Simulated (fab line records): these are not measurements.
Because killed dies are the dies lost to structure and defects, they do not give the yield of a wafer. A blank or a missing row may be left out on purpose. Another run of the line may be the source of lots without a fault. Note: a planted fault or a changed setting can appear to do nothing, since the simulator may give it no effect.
2 desks looking at one fault + flow gf180mcu + what lay behind the numbers comes last; until then each desk has only its own

THE TOOL OWNER'S DESK: rtp_anneal-01
Per lot that ran on this tool, the mean of the sampled wafers carrying a number, from the tool's own readings at GF_PSD_RTA_13 (time 20 s). Marked OUT: a lot whose mean sits more than 4 standard deviations from the usual mean, which makes it out of limits; the brackets give that distance.
Columns: A = anneal_temp_c_max at GF_PSD_RTA_13, usual 1030.8; B = lamp_power_pct at GF_PSD_RTA_13, usual 33.2 %; C = run_length_s at GF_PSD_RTA_13, usual 48.64 s; D = wafer_temp_C_max at GF_PSD_RTA_13, usual 1029.2
| lot  | first seen here | A      | B    | C               | D      |
|------|-----------------|--------|------|-----------------|--------|
| L926 | day 15 12:26    | 1030.9 | 33.9 | 48.45           | 1028.4 |
| L932 | day 17 15:20    | 1033.2 | 33.9 | 68.03 (+72) OUT | 1030.3 |
| L946 | day 22 11:12    | 1032.4 | 33.9 | 48.50           | 1029.0 |
This desk finds L932 out of limits, L932 being first, at day 17 15:20 (run_length_s at GF_PSD_RTA_13). Within limits: L926, L946.

METROLOGY DESK
What the gauges read for every lot (on any tool): the sampled wafers with a number, averaged. Marked OUT: a lot whose mean sits more than 4 standard deviations from the usual mean, which makes it out of limits; the brackets give that distance.
Columns: A = cd_nm at GF_PSD_CD_MEAS_07, usual 400.1 nm; B = PSD_OVL at GF_PSD_OVL_MEAS_08, usual 0.2 nm; C = PSD_TW at GF_PSD_TW_MEAS_11, usual 3167; D = NSD_RS at GF_PSD_RS_MEAS_14, usual 46.15 ohm/sq; E = PSD_RS at GF_PSD_RS_MEAS_15, usual 108.57 ohm/sq
| lot  | first seen here | A     | B    | C    | D               | E                |
|------|-----------------|-------|------|------|-----------------|------------------|
| L926 | day 15 11:56    | 403.6 | 1.7  | 3177 | 46.11           | 108.53           |
| L932 | day 17 14:50    | 398.6 | 1.0  | 3194 | 42.86 (-41) OUT | 102.73 (-19) OUT |
| L942 | day 21 02:13    | 400.9 | -2.0 | 3173 | 46.09           | 108.54           |
| L946 | day 22 10:41    | 401.4 | 0.1  | 3176 | 46.21           | 108.54           |
| L947 | day 22 16:38    | 399.6 | -0.5 | 3144 | 46.13           | 108.41           |
Finding of this desk: L932 out of limits, first seen on L932 at day 17 15:26 (NSD_RS at GF_PSD_RS_MEAS_14). Within limits: L926, L942, L946, L947.

TAKEN TOGETHER
An alarm could have come from the tool owner's desk at day 17 15:20, on L932.
Metrology desk: alarm possible at day 17 15:26 on L932.
The lots listed all ran GF_PSD_RTA_13 on rtp_anneal-01.

WHAT THE SIMULATOR PUT IN
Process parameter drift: rtp_anneal-01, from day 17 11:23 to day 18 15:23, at GF_PSD_RTA_13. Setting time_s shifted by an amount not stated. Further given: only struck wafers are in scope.
Shown lots that were struck: L932.
Delay (hours) between the fault's onset and each desk's first out-of-limits reading: 4 at the tool owner's desk, 4 at the metrology desk.
